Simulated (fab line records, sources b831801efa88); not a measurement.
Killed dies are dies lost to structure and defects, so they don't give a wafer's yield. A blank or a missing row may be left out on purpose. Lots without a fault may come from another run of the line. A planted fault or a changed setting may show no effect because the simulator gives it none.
fab line records | flow sky130 | part 1 of 2: steps 1 to 29 of 39
record lots=5 wafers=15 last_day=50
route steps=708 shown NWELL@67 PWDE@84 VT_ADJUST_HVTP@85 VT_ADJUST_LVTN@97
lots that met no fault: from a run of the same line without faults
start_h: hours from the record's first day to the start of the lot's first wafer shown | wait_h: hours since the lot's step before | " the same as in the row above | L1.1+2: a row that stands for several wafers | - no value, or no start given | * or withheld: withheld | < > ~ a bound
route shown NAME@n: a module of which the file shows steps, and the number in the route of the first | usual: mean/standard deviation of fault-free wafers | same: alike in all rows | chamber/n: place in a boat | sites: the reading at each site | _std_site: their standard deviation | _edge_site: outer sites' mean less inner sites' | radius_mm: how far each site lies from the wafer's centre | mask NAME#n: copy n | behind: the tool/chamber that last shaped the wafer | hold: why the lot was held/for how many hours/how that ended | device: the transistor (n, p or np) that didn't switch | end of line: the same wafers' tests at the end of the route | a step without rows: its recipe alone | killed: dies lost to structure and defects at the first sort, not the wafer's yield | map: a wafer's dies, x killed, . not, _ none there
set.NAME: the setting as run; set.NAME@STEP: as run at that earlier step | model.NAME: the simulator's own value behind a step, which no gauge read
lots at some steps of the route; a table a step, a row a wafer
services: from which hour (start_h, from the record's first day; less than 0 if before it) a tool's chamber was out of use, for how many hours, and why
## steps
# step SKY_NWELL_STRIP_14
# recipe chemistry=O2/N2 power_w=1400 pressure_mtorr=1500 platen_temp_c=withheld o2_flow_sccm=3000 n2_flow_sccm=300 overash_fraction=0.5
# usual drypump_motor_current_A=5.5/0.51 oes_product_au=0.723/0.0047 strip_time_to_endpoint_s=36.93/0.11
# columns lot.wafer tool chamber start_h wait_h drypump_motor_current_A oes_product_au rf_hours_counter_h strip_time_to_endpoint_s
L077.3 plasma_asher-04 0 100.82 0.1 5.6 0.721 - 36.86
L077.5 " 0 " " 5.6 0.730 - 36.91
L077.6 " 1 " " 5.0 0.723 - 37.00
L078.1 plasma_asher-01 0 108.62 0.1 5.2 0.729 42 36.76
L078.5 " 0 " " 5.2 0.719 - 36.81
L078.6 " 1 " " 6.0 0.723 - 36.90
L087.1 plasma_asher-02 1 159.14 0.1 4.8 0.719 33 36.80
L087.4 " 1 " " 4.7 0.723 - 36.87
L087.6 " 0 " " 6.0 0.726 - 36.98
L090.1 plasma_asher-01 1 178.56 0.1 6.1 0.721 50 36.86
L090.3 " 1 " " 6.1 0.722 - 37.03
L090.5 " 1 " " 6.0 0.726 - 36.99
L097.2 plasma_asher-01 1 226.39 0.1 6.0 0.719 55 36.90
L097.4 " 0 " " 5.2 0.727 - 36.90
L097.6 " 1 " " 6.1 0.722 - 36.98
# step SKY_NWELL_TW_MEAS_15
# usual NWELL_TW=1814/20
# columns lot.wafer tool chamber start_h wait_h NWELL_TW
L077.3 film_metro-01 - 100.91 0.1 1832
L077.5 " - " " 1818
L077.6 " - " " 1835
L078.1 film_metro-01 - 108.72 0.1 1825
L078.5 " - " " 1822
L078.6 " - " " 1816
L087.1 film_metro-01 - 159.24 0.1 1825
L087.4 " - " " 1808
L087.6 " - " " 1821
L090.1 film_metro-01 - 178.66 0.1 1820
L090.3 " - " " 1822
L090.5 " - " " 1821
L097.2 film_metro-03 - 226.50 0.1 1823
L097.4 " - " " 1832
L097.6 " - " " 1836
# step SKY_NWELL_DEHYDRATE_16
# recipe temp_c=200 time_s=60
# columns lot.wafer tool chamber start_h wait_h
L077.3+5+6 litho_track-02 0 109.16 8.2
L078.1+5+6 litho_track-03 0 116.80 8.1
L087.1+4+6 litho_track-03 0 169.15 9.9
L090.1+3+5 litho_track-02 0 188.71 10.0
L097.2+4+6 litho_track-02 0 238.18 11.7
# step SKY_NWELL_HMDS_17
# recipe prime_time_s=60 prime_temp_c=120
# columns lot.wafer tool chamber start_h wait_h
L077.3+5+6 litho_track-02 0 109.31 0.1
L078.1+5+6 litho_track-03 0 116.95 0.1
L087.1+4+6 litho_track-03 0 169.30 0.1
L090.1+3+5 litho_track-02 0 188.86 0.1
L097.2+4+6 litho_track-02 0 238.33 0.1
# step SKY_NWELL_COAT_18
# recipe spin_rpm=2000 resist_thk_nm=3000
# columns lot.wafer tool chamber start_h wait_h
L077.3+5+6 litho_track-02 0 109.46 0.1
L078.1+5+6 litho_track-03 0 117.10 0.1
L087.1+4+6 litho_track-03 0 169.45 0.1
L090.1+3+5 litho_track-02 0 189.01 0.1
L097.2+4+6 litho_track-02 0 238.48 0.1
# step SKY_NWELL_SOFTBAKE_19
# recipe temp_c=110 time_s=withheld
# columns lot.wafer tool chamber start_h wait_h
L077.3+5+6 litho_track-02 0 109.63 0.1
L078.1+5+6 litho_track-03 0 117.25 0.1
L087.1+4+6 litho_track-03 0 169.60 0.1
L090.1+3+5 litho_track-02 0 189.16 0.1
L097.2+4+6 litho_track-02 0 238.64 0.1
# step SKY_NWELL_EXPOSE_20
# recipe mask_id=NWM_COMPLEMENT na=0.6 source_shape=conventional sigma_outer=0.6 polarization=unpolarized target_cd_nm=840 dose_mj=260
# usual exposure_dose_mJ_cm2=259.99/0.25
# columns lot.wafer tool chamber start_h wait_h mask exposure_dose_mJ_cm2
L077.3 iline_stepper-02 0 - - NWM_COMPLEMENT#0 259.95
L077.5 " 0 " " NWM_COMPLEMENT#0 259.78
L077.6 " 0 " " NWM_COMPLEMENT#0 259.52
L078.1 iline_stepper-02 0 - - NWM_COMPLEMENT#0 260.23
L078.5 " 0 " " NWM_COMPLEMENT#0 259.82
L078.6 " 0 " " NWM_COMPLEMENT#0 259.94
L087.1 iline_stepper-01 0 - - NWM_COMPLEMENT#0 259.90
L087.4 " 0 " " NWM_COMPLEMENT#0 260.01
L087.6 " 0 " " NWM_COMPLEMENT#0 260.00
L090.1 iline_stepper-01 0 - - NWM_COMPLEMENT#0 260.34
L090.3 " 0 " " NWM_COMPLEMENT#0 260.13
L090.5 " 0 " " NWM_COMPLEMENT#0 259.84
L097.2 iline_stepper-01 0 - - NWM_COMPLEMENT#0 260.26
L097.4 " 0 " " NWM_COMPLEMENT#0 260.04
L097.6 " 0 " " NWM_COMPLEMENT#0 260.15
# step SKY_NWELL_PEB_21
# recipe temp_c=115 time_s=withheld
# columns lot.wafer tool chamber start_h wait_h
L077.3+5+6 litho_track-01 0 - -
L078.1+5+6 litho_track-03 0 - -
L087.1+4+6 litho_track-01 0 - -
L090.1+3+5 litho_track-02 0 - -
L097.2+4+6 litho_track-03 0 - -
# step SKY_NWELL_DEVELOP_22
# recipe wall_angle_deg=90 developer=TMAH develop_time_s=60 dev_temp_c=23
# same develop_time_s=60
# columns lot.wafer tool chamber start_h wait_h
L077.3+5+6 litho_track-01 0 - -
L078.1+5+6 litho_track-03 0 - -
L087.1+4+6 litho_track-01 0 - -
L090.1+3+5 litho_track-02 0 - -
L097.2+4+6 litho_track-03 0 - -
# step SKY_NWELL_OVL_MEAS_23
# usual NWELL_01_OVL=-0.7/1.3
# columns lot.wafer tool chamber start_h wait_h NWELL_01_OVL[nm]
L077.3 overlay-02 - 118.50 - 0.8
L077.5 " - " " 0.1
L077.6 " - " " 0.2
L078.1 overlay-02 - 126.80 - 0.1
L078.5 " - " " -2.2
L078.6 " - " " -2.5
L087.1 overlay-01 - 179.59 - -1.3
L087.4 " - " " -0.3
L087.6 " - " " -0.5
L090.1 overlay-01 - 199.66 - -2.7
L090.3 " - " " -2.4
L090.5 " - " " -2.6
L097.2 overlay-01 - 250.51 - -0.6
L097.4 " - " " -0.9
L097.6 " - " " 0.3
# step SKY_NWELL_IMPLANT_24
# recipe species=B energy_kev=140 dose_cm2=9.2e+12 tilt_deg=withheld
# usual beam_energy_keV=140.00/0.045 beam_on_s=10.01/0.22 end_station_pressure_torr=5.02e-06/2.9e-07
# columns lot.wafer tool chamber start_h wait_h beam_energy_keV beam_on_s end_station_pressure_torr
L077.3 implanter-03 0 118.57 0.1 140.05 9.66 4.76e-06
L077.5 " 0 " " 140.00 10.03 4.66e-06
L077.6 " 0 " " 139.97 10.37 4.93e-06
L078.1 implanter-03 0 126.84 0.0 140.01 9.74 5.39e-06
L078.5 " 0 " " 139.99 9.59 5.09e-06
L078.6 " 0 " " 140.00 10.08 4.43e-06
L087.1 implanter-03 0 179.62 0.0 140.00 10.11 4.63e-06
L087.4 " 0 " " 139.97 9.92 4.79e-06
L087.6 " 0 " " 139.93 10.20 5.31e-06
L090.1 implanter-02 0 199.69 0.0 139.99 10.10 4.87e-06
L090.3 " 0 " " 139.95 10.13 5.15e-06
L090.5 " 0 " " 140.00 9.65 4.81e-06
L097.2 implanter-02 0 250.56 0.0 139.98 9.90 5.05e-06
L097.4 " 0 " " 139.98 9.84 5.03e-06
L097.6 " 0 " " 139.94 10.04 5.03e-06
# step SKY_NWELL_STRIP_25
# recipe chemistry=O2/N2 power_w=1400 pressure_mtorr=1500 platen_temp_c=withheld o2_flow_sccm=3000 n2_flow_sccm=300 overash_fraction=0.5
# usual drypump_motor_current_A=5.5/0.52 oes_product_au=0.723/0.0049 strip_time_to_endpoint_s=36.91/0.11
# columns lot.wafer tool chamber start_h wait_h drypump_motor_current_A oes_product_au rf_hours_counter_h strip_time_to_endpoint_s
L077.3 plasma_asher-04 0 118.71 0.1 5.6 0.723 - 37.03
L077.5 " 1 " " 5.0 0.724 - 37.04
L077.6 " 0 " " 5.6 0.727 - 37.06
L078.1 plasma_asher-04 0 126.99 0.1 5.6 0.730 45 36.73
L078.5 " 1 " " 5.0 0.726 - 36.67
L078.6 " 0 " " 5.6 0.724 - 36.81
L087.1 plasma_asher-02 1 179.77 0.1 4.8 0.723 35 36.90
L087.4 " 0 " " 6.1 0.723 - 36.90
L087.6 " 0 " " 6.0 0.727 - 36.82
L090.1 plasma_asher-01 0 199.84 0.1 5.2 0.725 52 37.05
L090.3 " 1 " " 6.1 0.727 - 36.89
L090.5 " 0 " " 5.2 0.720 - 36.86
L097.2 plasma_asher-02 0 250.69 0.1 6.0 0.726 43 37.02
L097.4 " 0 " " 6.1 0.718 - 37.04
L097.6 " 0 " " 6.1 0.724 - 37.04
# step SKY_NWELL_TW_MEAS_26
# usual NWELL_2_TW=495/5.2
# columns lot.wafer tool chamber start_h wait_h NWELL_2_TW
L077.3 film_metro-01 - 118.79 0.1 498
L077.5 " - " " 498
L077.6 " - " " 499
L078.1 film_metro-01 - 127.09 0.1 501
L078.5 " - " " 502
L078.6 " - " " 500
L087.1 film_metro-04 - 179.87 0.1 489
L087.4 " - " " 489
L087.6 " - " " 489
L090.1 film_metro-01 - 199.94 0.1 499
L090.3 " - " " 498
L090.5 " - " " 500
L097.2 film_metro-04 - 250.80 0.1 486
L097.4 " - " " 485
L097.6 " - " " 486
# step SKY_NWELL_CLEAN_27
# recipe chemistry=SC1/SC2 mix=1:4:20 temp_c=70 time_s=150 dry=n2_spin
# columns lot.wafer tool chamber start_h wait_h
L077.3+5+6 wet_bench-03 0 118.83 0.0
L078.1+5+6 wet_bench-02 0 127.15 0.1
L087.1+4+6 wet_bench-01 2 179.93 0.1
L090.1+3+5 wet_bench-03 1 200.00 0.1
L097.2+4+6 wet_bench-03 2 250.85 0.0
# step SKY_NWELL_RTA_28
# recipe temp_c=1050 time_s=30 idle_temp_c=650 ramp_up_c_per_s=150 ramp_down_c_per_s=90 ambient=N2
# usual chamber_o2_ppm=2.003/0.023 lamp_power_pct=25.32/0.052 wafer_temp_C_max=1054.9/0.83
# columns lot.wafer tool chamber start_h wait_h chamber_o2_ppm lamp_power_pct wafer_temp_C_max
L077.3 rtp_anneal-02 0 118.92 0.0 1.986 25.31 1054.3
L077.5 " 0 " " 1.964 25.38 1054.9
L077.6 " 0 " " 1.978 25.31 1054.4
L078.1 rtp_anneal-02 0 127.20 0.0 2.020 25.32 1054.4
L078.5 " 0 " " 2.017 25.28 1055.1
L078.6 " 0 " " 1.960 25.38 1053.5
L087.1 rtp_anneal-02 0 179.99 0.0 2.028 25.29 1054.5
L087.4 " 0 " " 2.015 25.35 1055.7
L087.6 " 0 " " 2.042 25.29 1055.9
L090.1 rtp_anneal-02 0 200.06 0.0 2.018 25.33 1054.5
L090.3 " 0 " " 1.956 25.33 1054.9
L090.5 " 0 " " 2.036 25.26 1053.8
L097.2 rtp_anneal-02 0 250.92 0.0 2.035 25.29 1055.0
L097.4 " 0 " " 2.048 25.36 1053.8
L097.6 " 0 " " 2.029 25.24 1055.0
# step SKY_NWELL_RS_MEAS_29
# recipe thk_meas_gauge=four-point-probe
# usual NWELL_RS=624.6/1.9
# columns lot.wafer tool chamber start_h wait_h NWELL_RS[ohm/sq]
L077.3 film_metro-04 - 119.02 0.1 621.2
L077.5 " - " " 621.7
L077.6 " - " " 618.5
L078.1 film_metro-04 - 127.30 0.1 624.0
L078.5 " - " " 623.8
L078.6 " - " " 623.7
L087.1 film_metro-04 - 180.09 0.1 621.2
L087.4 " - " " 624.8
L087.6 " - " " 621.3
L090.1 film_metro-04 - 200.16 0.1 624.8
L090.3 " - " " 623.4
L090.5 " - " " 623.0
L097.2 film_metro-03 - 251.02 0.1 626.9
L097.4 " - " " 625.2
L097.6 " - " " 626.5
# step SKY_NWELL_RS_MEAS_31
# recipe thk_meas_gauge=four-point-probe
# usual PWDE_RS=5270/21
# columns lot.wafer tool chamber start_h wait_h PWDE_RS[ohm/sq]
L077.3 film_metro-04 - 119.26 0.1 5249
L077.5 " - " " 5252
L077.6 " - " " 5298
L078.1 film_metro-04 - 127.54 0.1 5283
L078.5 " - " " 5265
L078.6 " - " " 5269
L087.1 film_metro-04 - 180.33 0.1 5250
L087.4 " - " " 5255
L087.6 " - " " 5239
L090.1 film_metro-04 - 200.40 0.1 5260
L090.3 " - " " 5301
L090.5 " - " " 5291
L097.2 film_metro-03 - 251.26 0.1 5273
L097.4 " - " " 5289
L097.6 " - " " 5271
# step SKY_VT_ADJUST_HVTP_DEHYDRATE_00
# recipe temp_c=200 time_s=60
# columns lot.wafer tool chamber start_h wait_h
L077.3+5+6 litho_track-04 0 128.17 8.9
L078.1+5+6 litho_track-04 0 135.87 8.3
L087.1+4+6 litho_track-03 0 190.85 10.5
L090.1+3+5 litho_track-04 0 211.36 10.9
L097.2+4+6 litho_track-04 0 262.34 11.1
# step SKY_VT_ADJUST_HVTP_HMDS_01
# recipe prime_time_s=60 prime_temp_c=120
# columns lot.wafer tool chamber start_h wait_h
L077.3+5+6 litho_track-04 0 128.32 0.1
L078.1+5+6 litho_track-04 0 136.02 0.1
L087.1+4+6 litho_track-03 0 191.00 0.1
L090.1+3+5 litho_track-04 0 211.51 0.1
L097.2+4+6 litho_track-04 0 262.49 0.1
# step SKY_VT_ADJUST_HVTP_COAT_02
# recipe resist=NOVOLAK spin_rpm=3000 resist_thk_nm=1140
# columns lot.wafer tool chamber start_h wait_h
L077.3+5+6 litho_track-04 0 128.47 0.1
L078.1+5+6 litho_track-04 0 136.17 0.1
L087.1+4+6 litho_track-03 0 191.15 0.1
L090.1+3+5 litho_track-04 0 211.66 0.1
L097.2+4+6 litho_track-04 0 262.64 0.1
# step SKY_VT_ADJUST_HVTP_SOFTBAKE_03
# recipe temp_c=90 time_s=60 resist=NOVOLAK
# columns lot.wafer tool chamber start_h wait_h
L077.3+5+6 litho_track-04 0 128.62 0.1
L078.1+5+6 litho_track-04 0 136.32 0.1
L087.1+4+6 litho_track-03 0 191.30 0.1
L090.1+3+5 litho_track-04 0 211.81 0.1
L097.2+4+6 litho_track-04 0 262.79 0.1
# step SKY_VT_ADJUST_HVTP_EXPOSE_04
# recipe mask_id=HVTPM na=0.6 source_shape=conventional sigma_outer=0.6 polarization=unpolarized target_cd_nm=380 dose_mj=140
# usual exposure_dose_mJ_cm2=139.96/0.13
# columns lot.wafer tool chamber start_h wait_h mask exposure_dose_mJ_cm2
L077.3 iline_stepper-02 0 - - HVTPM#0 140.10
L077.5 " 0 " " HVTPM#0 140.08
L077.6 " 0 " " HVTPM#0 139.91
L078.1 iline_stepper-02 0 - - HVTPM#0 139.98
L078.5 " 0 " " HVTPM#0 140.02
L078.6 " 0 " " HVTPM#0 139.97
L087.1 iline_stepper-01 0 - - HVTPM#0 139.97
L087.4 " 0 " " HVTPM#0 140.00
L087.6 " 0 " " HVTPM#0 139.84
L090.1 iline_stepper-01 0 - - HVTPM#0 140.06
L090.3 " 0 " " HVTPM#0 139.98
L090.5 " 0 " " HVTPM#0 139.91
L097.2 iline_stepper-02 0 - - HVTPM#0 139.87
L097.4 " 0 " " HVTPM#0 139.90
L097.6 " 0 " " HVTPM#0 140.00
# step SKY_VT_ADJUST_HVTP_PEB_05
# recipe temp_c=withheld time_s=* resist=NOVOLAK
# columns lot.wafer tool chamber start_h wait_h
L077.3+5+6 litho_track-04 0 - -
L078.1+5+6 litho_track-04 0 - -
L087.1+4+6 litho_track-04 0 - -
L090.1+3+5 litho_track-04 0 - -
L097.2+4+6 litho_track-04 0 - -
# step SKY_VT_ADJUST_HVTP_DEVELOP_06
# recipe resist=NOVOLAK developer=TMAH develop_time_s=60 dev_temp_c=23
# same develop_time_s=60
# columns lot.wafer tool chamber start_h wait_h
L077.3+5+6 litho_track-04 0 137.57 0.1
L078.1+5+6 litho_track-04 0 145.92 0.1
L087.1+4+6 litho_track-04 0 201.17 0.1
L090.1+3+5 litho_track-04 0 221.91 0.1
L097.2+4+6 litho_track-04 0 274.69 0.1
# step SKY_VT_ADJUST_HVTP_CD_MEAS_07
# recipe target_cd_nm=380
# usual cd_nm=379.6/2.7
# columns lot.wafer tool chamber start_h wait_h cd_nm
L077.3 cd_sem-01 - 137.71 0.1 381.3
L077.5 " - " " 382.2
L077.6 " - " " 376.7
L078.1 cd_sem-02 - 146.07 0.1 380.6
L078.5 " - " " 381.5
L078.6 " - " " 378.7
L087.1 cd_sem-02 - 201.32 0.1 379.3
L087.4 " - " " 379.1
L087.6 " - " " 379.4
L090.1 cd_sem-02 - 222.06 0.1 381.2
L090.3 " - " " 380.3
L090.5 " - " " 381.7
L097.2 cd_sem-01 - 274.83 0.1 377.4
L097.4 " - " " 379.1
L097.6 " - " " 377.0
# step SKY_VT_ADJUST_HVTP_OVL_MEAS_08
# usual VT_ADJUST_HVTP_OVL=0.7/1.6
# columns lot.wafer tool chamber start_h wait_h VT_ADJUST_HVTP_OVL[nm]
L077.3 overlay-01 - 137.80 0.1 2.9
L077.5 " - " " 2.7
L077.6 " - " " 0.3
L078.1 overlay-02 - 146.19 0.1 0.7
L078.5 " - " " 0.7
L078.6 " - " " -2.7
L087.1 overlay-02 - 201.44 0.1 -0.8
L087.4 " - " " -0.2
L087.6 " - " " 0.5
L090.1 overlay-02 - 222.18 0.1 1.0
L090.3 " - " " 0.8
L090.5 " - " " 1.5
L097.2 overlay-02 - 274.94 0.1 -0.1
L097.4 " - " " -0.8
L097.6 " - " " -2.3
# step SKY_VT_ADJUST_HVTP_IMPLANT_09
# recipe species=As energy_kev=150 dose_cm2=4.3e+12 tilt_deg=withheld
# usual beam_energy_keV=149.99/0.047 beam_on_s=9.99/0.2 end_station_pressure_torr=5.03e-06/2.8e-07
# columns lot.wafer tool chamber start_h wait_h beam_energy_keV beam_on_s end_station_pressure_torr
L077.3 implanter-01 0 137.87 0.1 149.97 9.97 5.42e-06
L077.5 " 0 " " 149.94 10.43 5.11e-06
L077.6 " 0 " " 150.09 10.16 4.8e-06
L078.1 implanter-03 0 146.22 0.0 149.91 10.13 5.27e-06
L078.5 " 0 " " 150.04 10.01 4.83e-06
L078.6 " 0 " " 149.95 10.21 5.25e-06
L087.1 implanter-01 0 201.47 0.0 150.07 10.33 5e-06
L087.4 " 0 " " 149.99 9.92 4.92e-06
L087.6 " 0 " " 150.05 9.74 4.87e-06
L090.1 implanter-04 0 222.22 0.0 149.98 9.65 4.9e-06
L090.3 " 0 " " 149.92 10.31 5.06e-06
L090.5 " 0 " " 149.92 9.95 5.22e-06
L097.2 implanter-01 0 275.00 0.0 150.02 9.92 4.87e-06
L097.4 " 0 " " 150.05 9.76 4.96e-06
L097.6 " 0 " " 150.00 9.72 5.47e-06
# step SKY_VT_ADJUST_HVTP_STRIP_10
# recipe chemistry=O2/N2 power_w=1400 pressure_mtorr=1500 platen_temp_c=withheld o2_flow_sccm=3000 n2_flow_sccm=300 overash_fraction=0.5
# usual drypump_motor_current_A=5.5/0.53 oes_product_au=0.716/0.0046 strip_time_to_endpoint_s=14.17/0.039
# columns lot.wafer tool chamber start_h wait_h drypump_motor_current_A oes_product_au rf_hours_counter_h strip_time_to_endpoint_s
L077.3 plasma_asher-03 1 138.00 0.1 5.3 0.711 - 14.13
L077.5 " 1 " " 5.3 0.712 - 14.12
L077.6 " 0 " " 6.1 0.713 - 14.15
L078.1 plasma_asher-04 0 146.37 0.1 5.6 0.714 47 14.18
L078.5 " 1 " " 5.0 0.724 - 14.19
L078.6 " 0 " " 5.6 0.721 - 14.19
L087.1 plasma_asher-04 0 201.62 0.1 5.6 0.719 53 14.18
L087.4 " 1 " " 5.0 0.712 - 14.17
L087.6 " 0 " " 5.6 0.710 - 14.16
L090.1 plasma_asher-02 1 222.37 0.1 4.8 0.717 40 14.24
L090.3 " 1 " " 4.8 0.712 - 14.26
L090.5 " 1 " " 4.8 0.716 - 14.25
L097.2 plasma_asher-04 0 275.12 0.1 5.6 0.722 54 14.09
L097.4 " 1 " " 5.0 0.707 - 14.17
L097.6 " 1 " " 4.9 0.718 - 14.14
# step SKY_VT_ADJUST_HVTP_TW_MEAS_11
# usual VT_ADJUST_HVTP_TW=1349/17
# columns lot.wafer tool chamber start_h wait_h VT_ADJUST_HVTP_TW
L077.3 film_metro-02 - 138.09 0.1 1369
L077.5 " - " " 1370
L077.6 " - " " 1368
L078.1 film_metro-04 - 146.47 0.1 1327
L078.5 " - " " 1330
L078.6 " - " " 1321
L087.1 film_metro-04 - 201.72 0.1 1325
L087.4 " - " " 1326
L087.6 " - " " 1327
L090.1 film_metro-03 - 222.47 0.1 1367
L090.3 " - " " 1356
L090.5 " - " " 1362
L097.2 film_metro-02 - 275.23 0.1 1361
L097.4 " - " " 1365
L097.6 " - " " 1370
